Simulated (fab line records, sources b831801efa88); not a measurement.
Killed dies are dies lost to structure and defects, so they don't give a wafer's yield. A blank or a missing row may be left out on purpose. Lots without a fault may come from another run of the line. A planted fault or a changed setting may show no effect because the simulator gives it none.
A struck lot beside a sound one | flow sky130 | 22 steps out of a route of 708
Sound: wafers L819.1, L819.2, L819.3. Struck: wafer L824.3. (L824.4, L824.6 of the same lot were not struck and are left out.) The cause comes at the end.
At each step with rows: each side's tool, then ch and its chambers, then its first start. Under that, the readings that differ: sound wafers | struck wafers | difference of the means | sigmas: that difference in standard deviations of wafers without a fault.
alike: readings whose means differ by less than 2 such deviations, and words and numbers that are the same on both sides. not compared: withheld readings, readings that some wafer has no value for, bounds like >300 that may hide the same value, and numbers for which the record gives no deviation and whose values overlap.
The two part at a step that has a row with sigmas, a row that says differs or no value, or rows on one side only. Numbers that don't overlap but have no deviation are shown without sigmas and don't part them. A reading that every wafer of one side lacks parts them only if that side has two wafers or more.

first, 5 steps without rows for these wafers: SKY_VT_ADJUST_HVTP_COAT_02 (resist thk 1140 nm); SKY_VT_ADJUST_HVTP_SOFTBAKE_03 (time 60 s); SKY_VT_ADJUST_HVTP_EXPOSE_04 (exposes mask HVTPM, target cd 380 nm); SKY_VT_ADJUST_HVTP_PEB_05; SKY_VT_ADJUST_HVTP_DEVELOP_06 (develop time 60 s).
SKY_VT_ADJUST_HVTP_CD_MEAS_07: target cd 380 nm.
  sound on cd_sem-02, day 7 05:06; struck on cd_sem-01, day 8 11:54
  alike: cd_nm
SKY_VT_ADJUST_HVTP_OVL_MEAS_08:
  sound on overlay-02, day 7 05:13; struck on overlay-02, day 8 11:59
  reading                 | sound          | struck | difference | sigmas
  VT_ADJUST_HVTP_OVL (nm) | -1.0 -0.9 -1.9 | 1.7    | +3.0       | +2
then, 1 step without rows for these wafers: SKY_VT_ADJUST_HVTP_IMPLANT_09.
SKY_VT_ADJUST_HVTP_STRIP_10: strips in O2/N2.
  sound on plasma_asher-04 ch 0,1, day 7 05:25; struck on plasma_asher-02 ch 1, day 8 12:12
  alike: drypump_motor_current_A, oes_product_au, strip_time_to_endpoint_s
  not compared: rf_hours_counter_h
SKY_VT_ADJUST_HVTP_TW_MEAS_11:
  sound on film_metro-01, day 7 05:31; struck on film_metro-01, day 8 12:17
  alike: VT_ADJUST_HVTP_TW
then, 2 steps without rows for these wafers: SKY_VT_ADJUST_LVTN_DEHYDRATE_00 (time 60 s); SKY_VT_ADJUST_LVTN_HMDS_01 (prime time 60 s).
SKY_VT_ADJUST_LVTN_COAT_02: resist thk 3000 nm.
  sound on litho_track-02 ch 0, day 7 15:21; struck on litho_track-04 ch 0, day 8 22:04
  reading                                          | sound          | struck | difference | sigmas
  model.coat_of_VT_ADJUST_LVTN_COAT_02.thk_nm (nm) | 2993 3000 3010 | 2383   | -618       |
then, 3 steps without rows for these wafers: SKY_VT_ADJUST_LVTN_SOFTBAKE_03; SKY_VT_ADJUST_LVTN_EXPOSE_04 (exposes mask NWM COMPLEMENT LESS NATIVE, target cd 840 nm); SKY_VT_ADJUST_LVTN_PEB_05.
SKY_VT_ADJUST_LVTN_DEVELOP_06: develop time 60 s.
  sound on litho_track-02 ch 0; struck on litho_track-04 ch 0
  reading                                          | sound          | struck | difference | sigmas
  model.coat_of_VT_ADJUST_LVTN_COAT_02.thk_nm (nm) | 2989 2996 3006 | 2379   | -618       |
SKY_VT_ADJUST_LVTN_OVL_MEAS_07:
  sound on overlay-02, day 8 01:15; struck on overlay-01, day 9 09:55
  alike: VT_ADJUST_LVTN_OVL
then, 1 step without rows for these wafers: SKY_VT_ADJUST_LVTN_IMPLANT_08.
SKY_VT_ADJUST_LVTN_STRIP_09: strips in O2/N2.
  sound on plasma_asher-03 ch 0,1, day 8 01:26; struck on plasma_asher-03 ch 1, day 9 10:08
  reading                      | sound             | struck | difference | sigmas
  strip_time_to_endpoint_s (s) | 36.84 36.91 37.04 | 29.82  | -7.11      | -65
  alike: drypump_motor_current_A, oes_product_au
  not compared: rf_hours_counter_h
SKY_VT_ADJUST_LVTN_TW_MEAS_10:
  sound on film_metro-03, day 8 01:32; struck on film_metro-02, day 9 10:13
  reading           | sound             | struck | difference | sigmas
  VT_ADJUST_LVTN_TW | 243.0 242.2 242.4 | 238.8  | -3.7       | -2
SKY_PAD_OPEN_PROBE_99:
  the record has rows for the sound wafers here (prober-01, day 46 19:59) and none for the struck ones

WHERE THEY PART
First at SKY_VT_ADJUST_HVTP_OVL_MEAS_08; last, within this record, at SKY_PAD_OPEN_PROBE_99.

WHY: what the simulator had put in
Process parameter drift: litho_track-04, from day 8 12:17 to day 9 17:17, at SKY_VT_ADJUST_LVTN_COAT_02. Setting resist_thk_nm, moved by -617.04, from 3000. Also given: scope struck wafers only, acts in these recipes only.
